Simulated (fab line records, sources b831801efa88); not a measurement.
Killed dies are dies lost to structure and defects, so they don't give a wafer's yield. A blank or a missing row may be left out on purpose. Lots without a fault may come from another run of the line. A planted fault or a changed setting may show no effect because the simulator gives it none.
fab line records | flow sky130
record lots=6 wafers=18 last_day=50
route steps=708 shown VIA1@474 METAL2@483 PAD_OPEN@708
lots that met no fault: from a run of the same line without faults
start_h: hours from the record's first day to the start of the lot's first wafer shown | wait_h: hours since the lot's step before | " the same as in the row above | L1.1+2: a row that stands for several wafers | - no value, or no start given | * or withheld: withheld | < > ~ a bound
route shown NAME@n: a module of which the file shows steps, and the number in the route of the first | usual: mean/standard deviation of fault-free wafers | same: alike in all rows | chamber/n: place in a boat | sites: the reading at each site | _std_site: their standard deviation | _edge_site: outer sites' mean less inner sites' | radius_mm: how far each site lies from the wafer's centre | mask NAME#n: copy n | behind: the tool/chamber that last shaped the wafer | hold: why the lot was held/for how many hours/how that ended | device: the transistor (n, p or np) that didn't switch | end of line: the same wafers' tests at the end of the route | a step without rows: its recipe alone | killed: dies lost to structure and defects at the first sort, not the wafer's yield | map: a wafer's dies, x killed, . not, _ none there
set.NAME: the setting as run; set.NAME@STEP: as run at that earlier step | model.NAME: the simulator's own value behind a step, which no gauge read
lots at some steps of the route; a table a step, a row a wafer
services: from which hour (start_h, from the record's first day; less than 0 if before it) a tool's chamber was out of use, for how many hours, and why
## steps
# step SKY_VIA1_STRIP_16
# recipe chemistry=O2/N2 power_w=1400 pressure_mtorr=1500 platen_temp_c=withheld o2_flow_sccm=3000 n2_flow_sccm=300 overash_fraction=0.5
# usual drypump_motor_current_A=5.8/0.45 oes_product_au=0.414/0.0051 strip_time_to_endpoint_s=4.441/0.025
# columns lot.wafer tool chamber start_h wait_h drypump_motor_current_A oes_product_au rf_hours_counter_h strip_time_to_endpoint_s
L657.1 plasma_asher-01 0 799.43 0.0 6.0 0.419 70 4.441
L657.3 " 0 " " 5.9 0.425 - 4.438
L657.6 " 1 " " 5.4 0.414 - 4.431
L658.1 plasma_asher-04 1 801.64 0.0 6.1 0.420 5 4.463
L658.3 " 1 " " 6.1 0.417 - 4.453
L658.4 " 0 " " 4.8 0.419 - 4.471
L670.1 plasma_asher-03 0 895.58 0.0 6.1 0.416 113 4.447
L670.3 " 1 " " 6.0 0.411 - 4.431
L670.4 " 0 " " 6.1 0.407 - 4.450
L672.3 plasma_asher-01 0 908.92 0.1 5.9 0.419 - 4.415
L672.4 " 1 " " 5.4 0.408 - 4.420
L672.6 " 0 " " 5.9 0.416 - 4.444
L679.1 plasma_asher-04 1 957.04 0.0 6.1 0.415 23 4.487
L679.2 " 0 " " 4.8 0.423 23 4.486
L679.6 " 0 " " 4.8 0.423 - 4.483
L680.2 plasma_asher-03 0 964.24 0.0 6.1 0.408 120 4.435
L680.5 " 1 " " 6.0 0.422 - 4.456
L680.6 " 0 " " 6.1 0.417 - 4.418
# step SKY_VIA1_STRIP_17
# recipe chemistry=post_etch_residue_remover time_s=1200 temp_c=72.5
# step SKY_VIA1_CLEAN_18
# recipe chemistry=IPA time_s=180 temp_c=25
# step SKY_VIA1_CLEAN_19
# recipe chemistry=O3/DIW dry=n2_spin
# step SKY_VIA1_SPUTTER_20
# recipe material=TiN target_thk_nm=20 chamber_pressure_pa=5 power_w=4000 time_s=80
# usual throttle_valve_pct=29.9/0.89
# columns lot.wafer tool chamber start_h wait_h throttle_valve_pct
L657.1 pvd_sputter-02 - 800.02 0.0 30.1
L657.3 " - " " 29.3
L657.6 " - " " 30.0
L658.1 pvd_sputter-04 - 802.23 0.0 32.2
L658.3 " - " " 29.6
L658.4 " - " " 30.1
L670.1 pvd_sputter-02 - 896.21 0.0 29.5
L670.3 " - " " 28.5
L670.4 " - " " 29.4
L672.3 pvd_sputter-04 - 909.53 0.0 29.8
L672.4 " - " " 29.6
L672.6 " - " " 31.6
L679.1 pvd_sputter-02 - 957.66 0.0 29.6
L679.2 " - " " 30.0
L679.6 " - " " 29.1
L680.2 pvd_sputter-02 - 965.17 0.0 29.8
L680.5 " - " " 30.2
L680.6 " - " " 29.7
# step SKY_VIA1_CVD_21
# recipe material=W target_thk_nm=270 time_s=80.902 temp_c=400 pressure_torr=40
# step SKY_VIA1_RS_MEAS_22
# recipe thk_meas_gauge=four-point-probe reads=W_of_VIA1_CVD_21+TiN_of_VIA1_SPUTTER_20
# usual VIA1_W_RS=0.426/0.0099
# columns lot.wafer tool chamber start_h wait_h VIA1_W_RS[ohm/sq]
L657.1 film_metro-02 - 800.17 0.1 0.434
L657.3 " - " " 0.434
L657.6 " - " " 0.435
L658.1 film_metro-02 - 802.39 0.1 0.441
L658.3 " - " " 0.410
L658.4 " - " " 0.432
L670.1 film_metro-04 - 896.37 0.1 0.412
L670.3 " - " " 0.412
L670.4 " - " " 0.432
L672.3 film_metro-02 - 909.72 0.1 0.417
L672.4 " - " " 0.432
L672.6 " - " " 0.432
L679.1 film_metro-02 - 957.82 0.1 0.418
L679.2 " - " " 0.436
L679.6 " - " " 0.417
L680.2 film_metro-01 - 965.35 0.1 0.435
L680.5 " - " " 0.431
L680.6 " - " " 0.432
# step SKY_VIA1_THK_MEAS_23
# recipe thk_meas_gauge=xrf reads=W_of_VIA1_CVD_21
# usual VIA1_W_THK=271/7.1
# columns lot.wafer tool chamber start_h wait_h VIA1_W_THK[nm]
L657.1 film_metro-02 - 800.29 0.1 267
L657.3 " - " " 268
L657.6 " - " " 268
L658.1 film_metro-02 - 802.51 0.1 266
L658.3 " - " " 283
L658.4 " - " " 268
L670.1 film_metro-04 - 896.49 0.1 276
L670.3 " - " " 274
L670.4 " - " " 263
L672.3 film_metro-02 - 909.82 0.1 281
L672.4 " - " " 270
L672.6 " - " " 270
L679.1 film_metro-02 - 957.94 0.1 278
L679.2 " - " " 268
L679.6 " - " " 280
L680.2 film_metro-01 - 965.46 0.1 268
L680.5 " - " " 269
L680.6 " - " " 270
# step SKY_VIA1_CMP_24
# recipe stop_on=SiO2 t_overpolish_s=15 down_force_psi=3.5 platen_rpm=60 target_thk_nm=0 pad_velocity_m_s=0.94248
# step SKY_METAL2_SPUTTER_00
# recipe material=Ti target_thk_nm=15 power_w=3000 time_s=10 chamber_pressure_pa=0.4
# usual throttle_valve_pct=29.5/0.91
# columns lot.wafer tool chamber start_h wait_h throttle_valve_pct
L657.1 pvd_sputter-01 - 800.65 0.1 29.4
L657.3 " - " " 31.1
L657.6 " - " " 28.9
L658.1 pvd_sputter-02 - 802.87 0.1 28.5
L658.3 " - " " 29.8
L658.4 " - " " 30.1
L670.1 pvd_sputter-01 - 896.85 0.1 30.8
L670.3 " - " " 29.2
L670.4 " - " " 28.9
L672.3 pvd_sputter-01 - 910.16 0.2 30.8
L672.4 " - " " 29.5
L672.6 " - " " 29.0
L679.1 pvd_sputter-03 - 958.30 0.1 28.9
L679.2 " - " " 28.2
L679.6 " - " " 29.1
L680.2 pvd_sputter-03 - 965.81 0.2 28.7
L680.5 " - " " 28.6
L680.6 " - " " 30.8
# step SKY_METAL2_SPUTTER_01
# recipe material=TiN target_thk_nm=20 power_w=6500 time_s=16.7 chamber_pressure_pa=0.4
# usual throttle_valve_pct=29.5/0.91
# columns lot.wafer tool chamber start_h wait_h throttle_valve_pct
L657.1 pvd_sputter-01 - 800.67 0.0 29.3
L657.3 " - " " 31.0
L657.6 " - " " 29.0
L658.1 pvd_sputter-02 - 802.89 0.0 28.8
L658.3 " - " " 29.8
L658.4 " - " " 30.0
L670.1 pvd_sputter-01 - 896.87 0.0 31.1
L670.3 " - " " 29.3
L670.4 " - " " 29.0
L672.3 pvd_sputter-01 - 910.18 0.0 31.3
L672.4 " - " " 29.2
L672.6 " - " " 29.2
L679.1 pvd_sputter-03 - 958.32 0.0 29.0
L679.2 " - " " 28.0
L679.6 " - " " 29.1
L680.2 pvd_sputter-03 - 965.83 0.0 28.9
L680.5 " - " " 28.5
L680.6 " - " " 30.8
# step SKY_METAL2_SPUTTER_02
# recipe material=AlCu target_thk_nm=250 power_w=10600 time_s=13.3 chamber_pressure_pa=0.4
# usual throttle_valve_pct=29.5/0.91
# columns lot.wafer tool chamber start_h wait_h throttle_valve_pct
L657.1 pvd_sputter-01 - 800.70 0.0 29.5
L657.3 " - " " 31.2
L657.6 " - " " 29.1
L658.1 pvd_sputter-02 - 802.91 0.0 28.6
L658.3 " - " " 29.5
L658.4 " - " " 30.1
L670.1 pvd_sputter-01 - 896.89 0.0 30.8
L670.3 " - " " 29.3
L670.4 " - " " 29.0
L672.3 pvd_sputter-01 - 910.21 0.0 31.2
L672.4 " - " " 29.3
L672.6 " - " " 29.3
L679.1 pvd_sputter-03 - 958.35 0.0 28.9
L679.2 " - " " 28.3
L679.6 " - " " 28.9
L680.2 pvd_sputter-03 - 965.86 0.0 28.6
L680.5 " - " " 29.1
L680.6 " - " " 30.6
# step SKY_METAL2_SPUTTER_03
# recipe material=Ti target_thk_nm=5 power_w=3000 time_s=3.3 chamber_pressure_pa=0.4
# usual throttle_valve_pct=29.5/0.89
# columns lot.wafer tool chamber start_h wait_h throttle_valve_pct model.Ti_of_METAL2_SPUTTER_03.thk_nm
L657.1 pvd_sputter-01 - 800.72 0.0 29.4 4.947
L657.3 " - " " 30.9 5.102
L657.6 " - " " 29.4 5.138
L658.1 pvd_sputter-02 - 802.94 0.0 28.6 5.021
L658.3 " - " " 29.5 4.939
L658.4 " - " " 30.1 5.039
L670.1 pvd_sputter-01 - 896.92 0.0 31.1 4.864
L670.3 " - " " 29.2 4.958
L670.4 " - " " 29.1 3.67
L672.3 pvd_sputter-01 - 910.23 0.0 30.8 4.989
L672.4 " - " " 29.5 3.668
L672.6 " - " " 29.3 5.016
L679.1 pvd_sputter-03 - 958.37 0.0 29.0 4.798
L679.2 " - " " 28.1 5.038
L679.6 " - " " 29.0 4.943
L680.2 pvd_sputter-03 - 965.88 0.0 29.0 4.718
L680.5 " - " " 29.1 4.828
L680.6 " - " " 30.6 4.873
# step SKY_METAL2_SPUTTER_04
# recipe material=TiN target_thk_nm=70 power_w=6500 time_s=58.3 chamber_pressure_pa=0.4
# step SKY_PAD_OPEN_PROBE_99
# usual defect_limited_yield=82.7/2 killed_at_M0_to_M3=42/6.7 killed_at_M4_up=3.3/2.1 killed_at_contacts=24/5.1 killed_at_front_end=15/4.6 killed_at_other=0.3/0.58 killed_dies=85/9.9 killed_open=46/6.9 killed_short=38/7 sort_bin_3_pad_short=0.9/0.43 sort_bin_5_function=10.1/1.4 sort_bin_6_memory=6.4/1.2 sort_n_pass=407/9.9 sort_yield_pct=82.7/2
# same gross_dies=492 killed_at_back_side=0 sort_bin_4_leakage[%]=0 sort_bin_8_speed[%]=0
# columns lot.wafer tool chamber start_h wait_h defect_limited_yield[%] killed_at_M0_to_M3 killed_at_M4_up killed_at_contacts killed_at_front_end killed_at_other killed_dies killed_open killed_short sort_bin_3_pad_short[%] sort_bin_5_function[%] sort_bin_6_memory[%] sort_n_pass sort_yield_pct[%]
L658.1 prober-02 - 1086.12 0.1 86.6 37 3 17 9 0 66 38 28 0.4 8.5 4.5 426 86.6
L658.3 prober-02 - 1086.22 0.2 84.6 42 1 20 11 2 76 39 37 0.8 9.6 5.1 416 84.6
L658.4 prober-02 - 1086.27 0.2 80.9 46 5 22 20 1 94 55 39 1.2 10.8 7.1 398 80.9
L680.2 prober-02 - 1202.86 0.1 82.3 40 4 27 16 0 87 53 34 0.8 10.2 6.7 405 82.3
L680.5 prober-02 - 1203.01 0.2 84.3 34 5 23 14 1 77 40 37 0.8 8.9 5.9 415 84.3
L680.6 prober-02 - 1203.06 0.2 83.3 45 1 20 15 1 82 41 40 0.6 10.4 5.7 410 83.3
# killed by level:class
L658.1 VIA1:geometric_particle:open=9 LI_CONTACT:geometric_particle:open=5 CONTACT:geometric_particle:open=5 VIA3:geometric_particle:open=5 METAL2:geometric_particle:short=4 VIA2:geometric_particle:open=4 VIA3:geometric_particle:short=4 POLY_GATE:geometric_particle:open=3
L658.3 VIA1:geometric_particle:open=10 METAL1:geometric_particle:short=9 CONTACT:geometric_particle:open=8 VIA3:geometric_particle:open=5 VIA2:geometric_particle:open=5 LOCAL_INTERCONNECT:geometric_particle:short=4 METAL3:geometric_particle:short=4 FIELD_ISO:geometric_particle:open=3
L658.4 VIA1:geometric_particle:open=15 VIA3:geometric_particle:open=10 CONTACT:geometric_particle:open=7 POLY_GATE:geometric_particle:short=6 CONTACT:geometric_particle:short=5 VIA2:geometric_particle:open=5 FIELD_ISO:geometric_particle:short=4 LOCAL_INTERCONNECT:geometric_particle:short=4
L680.2 LI_CONTACT:geometric_particle:open=15 VIA1:geometric_particle:open=12 VIA3:geometric_particle:open=6 POLY_GATE:geometric_particle:short=4 CONTACT:geometric_particle:short=4 CONTACT:geometric_particle:open=4 VIA1:geometric_particle:short=4 VIA2:geometric_particle:open=4
L680.5 LI_CONTACT:geometric_particle:open=8 CONTACT:geometric_particle:open=6 METAL1:geometric_particle:short=5 VIA1:geometric_particle:open=5 FIELD_ISO:geometric_particle:open=4 CONTACT:geometric_particle:short=4 VIA1:geometric_particle:short=4 METAL3:geometric_particle:short=4
L680.6 VIA3:geometric_particle:open=11 METAL1:geometric_particle:short=9 VIA1:geometric_particle:open=7 LI_CONTACT:geometric_particle:open=6 METAL2:geometric_particle:short=5 CONTACT:geometric_particle:short=4 FIELD_ISO:geometric_particle:open=4 POLY_GATE:geometric_particle:short=4
## services
# columns tool chamber start_h hours kind
pvd_sputter-03 - 817.99 0.8 repair
plasma_asher-01 - 823.16 79.1 repair
pvd_sputter-04 3 832.59 - consumable_replace:kit
pvd_sputter-04 3 832.59 18.0 scheduled_down
pvd_sputter-04 3 832.59 18.0 vent_cycle
pvd_sputter-01 - 848.94 5.2 repair
pvd_sputter-03 0 853.16 - consumable_replace:kit
pvd_sputter-03 0 853.16 18.0 scheduled_down
pvd_sputter-03 0 853.16 18.0 vent_cycle
pvd_sputter-03 - 878.04 2.4 repair
pvd_sputter-02 0 882.54 - consumable_replace:kit
pvd_sputter-02 0 882.54 18.0 scheduled_down
pvd_sputter-02 0 882.54 18.0 vent_cycle
pvd_sputter-04 - 886.75 3.0 repair
plasma_asher-04 - 903.98 1.1 repair
pvd_sputter-01 0 921.83 - consumable_replace:kit
pvd_sputter-01 0 921.83 18.0 scheduled_down
pvd_sputter-01 0 921.83 18.0 vent_cycle
## key
first_sign none at tools or gauges
model_effect step=SKY_METAL2_SPUTTER_03 value=Ti_of_METAL2_SPUTTER_03.thk_nm without=4.979 struck=3.669
met_at SKY_METAL2_SPUTTER_03
struck_wafers L670.4,L672.4
onset_between 800.72 896.92
fault kind=process_parameter_drift tool=pvd_sputter-01 chamber=- onset_h=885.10 steps=SKY_METAL2_SPUTTER_03 channel=target_thk_nm offset=-1.3103 shape=step end_h=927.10 scope=struck_wafers_only acts_in=these_recipes_only stated=5
